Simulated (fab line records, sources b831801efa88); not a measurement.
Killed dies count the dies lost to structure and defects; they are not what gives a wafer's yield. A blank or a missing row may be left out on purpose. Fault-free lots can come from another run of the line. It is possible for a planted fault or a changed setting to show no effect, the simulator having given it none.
A lot that was struck, set against a sound lot	flow gf180mcu	17 out of 602 route steps
Sound: wafers L715.2, L715.4, L715.5. Struck: wafer L722.3. (L722.4 of the same lot was not struck and is left out.) The cause comes at the end.
Per side, at each step with rows, come the tool, then ch with its chambers, and then its first start. Under that, the readings that differ: sound wafers	struck wafers	difference of the means	sigmas: that difference in standard deviations of wafers without a fault.
alike: readings with means less than 2 such deviations apart, plus words and numbers identical on both sides. not compared: withheld readings, readings lacking a value on some wafer, bounds such as >300 that could conceal the same value, and numbers that have no deviation in the record and whose values overlap.
Wherever a step has rows on one side only, a row that says differs or no value, or a row with sigmas, the two part there. Non-overlapping numbers with no deviation appear without sigmas and do not part them. A reading that every wafer of one side lacks parts them only if that side has two wafers or more.

first, 3 steps without rows for these wafers: GF_V3_EXPOSE_11 (exposes mask Via3, target cd 260 nm); GF_V3_PEB_12 (peb time 90 s); GF_V3_DEVELOP_13 (develop time 60 s).
GF_V3_CD_MEAS_14: the cd target is 260 nm.
  sound: cd_sem-01 at day 27 07:19; struck: cd_sem-01 at day 29 05:29
  alike: cd_nm
GF_V3_OVL_MEAS_15:
  sound: overlay-01 at day 27 07:25; struck: overlay-02 at day 29 05:35
reading	sound	struck	difference	sigmas
V3_OVL (nm)	-8 1 -8	8	+13	+3
then, 1 step without rows for these wafers: GF_V3_ETCH_16 (etches BARC in N2/H2).
GF_V3_ETCH_17: etches SiO2 in C4F8/O2/Ar, stops on TiN, target depth 635 nm.
  sound on rie_diel-04 ch 1,2,3; struck on rie_diel-03 ch 3
  alike: oes_product_au
GF_V3_STRIP_18: strips in O2/N2.
  sound on plasma_asher-01 ch 0, day 27 07:35; struck on plasma_asher-01 ch 1, day 29 05:46
  alike: drypump_motor_current_A, heater_power_w, oes_product_au
  not compared: rf_hours_counter_h
then, 2 steps without rows for these wafers: GF_V3_STRIP_19 (strips in post etch residue remover, time 1200 s); GF_V3_CLEAN_20 (cleans in DIW).
GF_V3_SPUTTER_21: material Ti, target thk 15 nm, time 80.02 s.
  sound: pvd_sputter-02 at day 27 08:11; struck: pvd_sputter-01 at day 29 06:16
  alike: throttle_valve_pct
GF_V3_SPUTTER_22: material TiN, target thk 10 nm, time 40 s.
  sound: pvd_sputter-02 at day 27 08:15; struck: pvd_sputter-01 at day 29 06:20
  alike: throttle_valve_pct
GF_V3_CVD_23: deposits W, target thk 350 nm, time 104.9 s.
  sound on cvd_w-02 ch 0, day 27 08:17; struck on cvd_w-01 ch 1, day 29 06:24
reading	sound	struck	difference	sigmas
model.W_of_V3_CVD_23.thk_nm (nm)	349.2 348.6 349.6	465.9	+116.8	
  alike: heater_power_w
GF_V3_RS_MEAS_24: the measuring method here is four-point-probe.
  sound: film_metro-04 at day 27 08:25; struck: film_metro-01 at day 29 06:31
reading	sound	struck	difference	sigmas
V3_W_RS (ohm/sq)	0.3281 0.3290 0.3280	0.2451	-0.0833	-31
GF_V3_THK_MEAS_25: measures by xrf.
  sound: film_metro-04 at day 27 08:32; struck: film_metro-01 at day 29 06:37
reading	sound	struck	difference	sigmas
V3_W_THK (nm)	347 346 347	460	+113	+31
GF_V3_CMP_26: polishes, stops on SiO2, t overpolish 15 s, target thk 0 nm.
  sound on cmp-01 ch 0,3, day 27 08:35; struck on cmp-01 ch 0, day 29 06:46
reading	sound	struck	difference	sigmas
time_to_endpoint_s (s)	89.1 87.4 88.5	115.7	+27.4	+10
  alike: motor_current_A
GF_M4_SPUTTER_00: material Ti, target thk 37.5 nm, time 150 s.
  sound: pvd_sputter-02 at day 27 08:53; struck: pvd_sputter-02 at day 29 06:58
  alike: throttle_valve_pct

## WHERE THEY PART
At GF_V3_OVL_MEAS_15 first; at GF_V3_CMP_26 last (within this record only). Later steps at which nothing parts them and some readings are alike: GF_M4_SPUTTER_00.

WHY: the cause the simulator had injected
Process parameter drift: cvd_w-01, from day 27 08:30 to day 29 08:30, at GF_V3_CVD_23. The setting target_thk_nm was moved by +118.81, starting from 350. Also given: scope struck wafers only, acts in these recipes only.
